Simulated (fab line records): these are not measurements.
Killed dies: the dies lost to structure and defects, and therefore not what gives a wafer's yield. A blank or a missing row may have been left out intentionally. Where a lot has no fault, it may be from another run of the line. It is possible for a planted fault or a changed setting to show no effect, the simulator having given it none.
2 desks looking at one fault || flow sky130 || only its own numbers are on each desk; what lay behind them is given at the end

## THE TOOL OWNER'S DESK: lpcvd-02
The tool's own readings at SKY_SPACER_CVD_00 (deposits Si3N4 from DCS/NH3, target thk 43.1 nm, time 740 s): means of the sampled wafers that have a number, for each lot that ran on this tool. The brackets show how far a lot's mean lies from the usual mean; more than 4 standard deviations puts the lot out of limits, marked OUT.
Columns: A = spike-tc-lower-C at SKY_SPACER_CVD_00, usual 770.4 C; B = spike-tc-top-C at SKY_SPACER_CVD_00, usual 782.3 C; C = spike-tc-upper-C at SKY_SPACER_CVD_00, usual 771.7 C; D = susceptor-temp-C at SKY_SPACER_CVD_00, usual 770.03 C; E = zone-power-lower-pct at SKY_SPACER_CVD_00, usual 14.20 %
{"lot": "L970", "first seen here": "day 22 18:41", "A": 770.2, "B": 782.4, "C": 772.5, "D": 770.06, "E": 14.21}
{"lot": "L973", "first seen here": "day 24 07:44", "A": 770.8, "B": 781.9, "C": 773.1, "D": 769.76, "E": 14.10}
{"lot": "L977", "first seen here": "day 25 18:34", "A": 770.0, "B": 782.6, "C": 772.7, "D": 769.88, "E": 14.27}
{"lot": "L979", "first seen here": "day 26 05:47", "A": "765.0 (-4.5) OUT", "B": 778.2, "C": 765.8, "D": "766.40 (-13) OUT", "E": 13.86}
{"lot": "L988", "first seen here": "day 29 06:22", "A": 769.2, "B": 781.3, "C": 769.6, "D": 769.99, "E": 14.10}
{"lot": "L989", "first seen here": "day 29 17:34", "A": 771.6, "B": 782.4, "C": 771.9, "D": 770.21, "E": 14.18}
{"lot": "L990", "first seen here": "day 29 23:09", "A": 771.3, "B": 782.6, "C": 771.1, "D": 770.11, "E": 14.36}
{"lot": "L991", "first seen here": "day 30 06:05", "A": 770.0, "B": 782.4, "C": 769.1, "D": 770.21, "E": 14.03}
{"lot": "L992", "first seen here": "day 30 14:08", "A": 770.6, "B": 781.8, "C": 772.0, "D": 770.29, "E": 14.40}
{"lot": "L993", "first seen here": "day 30 19:44", "A": 770.9, "B": 782.4, "C": 769.7, "D": 769.96, "E": 13.90}
This desk's finding: out of limits on L979; first on L979, day 26 05:47 (spike-tc-lower-C at SKY_SPACER_CVD_00). In limits: L970, L973, L977, L988, L989, L990, L991, L992, L993.

## FROM THE METROLOGY DESK
What the gauges read for every lot (on any tool): the sampled wafers with a number, averaged. The brackets show how far a lot's mean lies from the usual mean; more than 4 standard deviations puts the lot out of limits, marked OUT.
Columns: A = LDD_LDN_TW at SKY_LDD_LDN_TW_MEAS_13, usual 1487; B = SPACER_CVD_00_THK at SKY_SPACER_THK_MEAS_01, usual 42.9 nm; C = SD_P_RS at SKY_SD_N_RS_MEAS_17, usual 147.6 ohm/sq
{"lot": "L970", "first seen here": "day 22 18:34", "A": 1492, "B": 42.8, "C": 147.9}
{"lot": "L973", "first seen here": "day 24 06:50", "A": 1481, "B": 42.9, "C": 147.4}
{"lot": "L977", "first seen here": "day 25 17:15", "A": 1501, "B": 43.1, "C": 147.2}
{"lot": "L979", "first seen here": "day 26 05:42", "A": 1481, "B": "40.0 (-7.7) OUT", "C": 147.7}
{"lot": "L988", "first seen here": "day 29 06:16", "A": 1477, "B": 42.6, "C": 147.5}
{"lot": "L989", "first seen here": "day 29 17:28", "A": 1479, "B": 43.1, "C": 147.6}
{"lot": "L990", "first seen here": "day 29 22:37", "A": 1481, "B": 43.2, "C": 147.8}
{"lot": "L991", "first seen here": "day 30 05:17", "A": 1490, "B": 42.7, "C": 147.5}
{"lot": "L992", "first seen here": "day 30 14:02", "A": 1478, "B": 42.5, "C": 147.1}
{"lot": "L993", "first seen here": "day 30 19:34", "A": 1495, "B": 42.6, "C": 147.4}
This desk's result: L979 out of limits, first on L979 (SPACER_CVD_00_THK at SKY_SPACER_THK_MEAS_01), day 26 07:01. In limits: L970, L973, L977, L988, L989, L990, L991, L992, L993.

## BROUGHT TOGETHER
An alarm could have come from the tool owner's desk at day 26 05:47, on L979.
An alarm was possible from the metrology desk at day 26 07:01, on L979.
Every lot named ran SKY_SPACER_CVD_00 on lpcvd-02.

## WHAT WAS PUT IN BY THE SIMULATOR
lpcvd-02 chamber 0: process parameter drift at SKY_SPACER_CVD_00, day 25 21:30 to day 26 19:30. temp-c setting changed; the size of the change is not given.
Lots struck among those shown: L979.
Fault start to first reading out of limits, in hours, per desk: tool owner, 8; metrology, 10.
